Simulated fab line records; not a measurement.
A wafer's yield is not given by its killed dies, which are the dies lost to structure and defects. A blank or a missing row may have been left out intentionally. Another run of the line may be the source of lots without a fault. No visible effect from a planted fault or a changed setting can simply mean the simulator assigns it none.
One fault through the eyes of 2 desks	flow gf180mcu	each desk holds nothing but its own numbers, with what lay behind them at the end

THE TOOL OWNER'S DESK: plasmaAsher-03
The tool's own readings at GF_HV_LDD_STRIP_37 (strips in O2/N2): means of the sampled wafers that have a number, for each lot that ran on this tool. Any lot whose mean is over 4 standard deviations away from the usual mean is out of limits and marked OUT; that distance is given in the brackets.
Columns: A = drypumpMotorCurrentA at GF_HV_LDD_STRIP_37, usual 5.85 A; B = heaterPowerW at GF_HV_LDD_STRIP_37, usual 351 W; C = n2FlowSccm at GF_HV_LDD_STRIP_37, usual 299.9 sccm; D = oesProductAu at GF_HV_LDD_STRIP_37, usual 0.716 a.u.; E = stripTimeToEndpointS at GF_HV_LDD_STRIP_37, usual 12.64 s
lot	first seen here	A	B	C	D	E
L173	day 13 19:18	5.94	329	299.9	0.717	12.69
L174	day 14 04:41	5.73	317	300.1	0.715	12.66
L175	day 14 11:08	5.72	320	299.9	0.731	12.56
L180	day 16 03:18	5.72	318	300.2	0.725	12.64
Finding of this desk: none of the 4 lots has anything out of limits.

FROM THE METROLOGY DESK
Means of the sampled wafers that have a number, per lot and without regard to the tool the lot ran on: this is what the gauges read. Any lot whose mean is over 4 standard deviations away from the usual mean is out of limits and marked OUT; that distance is given in the brackets.
Columns: A = VT_IMPLANT_4_TW at GF_VT_IMPLANT_TW_MEAS_43, usual 684
lot	first seen here	A
L166	day 7 14:14	687
L168	day 8 01:35	678
L170	day 8 16:13	695
L172	day 9 04:54	680
L173	day 9 11:53	695
L174	day 9 18:35	698
L175	day 10 01:44	683
L180	day 11 11:20	683
L182	day 12 03:33	696
L186	day 13 03:18	676
L187	day 13 11:07	682
L188	day 13 16:53	697
Finding of this desk: none of the 12 lots has anything out of limits.

BROUGHT TOGETHER
Nothing out of limits was seen by the tool owner's desk.
Metrology desk: nothing out of limits seen.

WHAT HAD BEEN PUT IN BY THE SIMULATOR
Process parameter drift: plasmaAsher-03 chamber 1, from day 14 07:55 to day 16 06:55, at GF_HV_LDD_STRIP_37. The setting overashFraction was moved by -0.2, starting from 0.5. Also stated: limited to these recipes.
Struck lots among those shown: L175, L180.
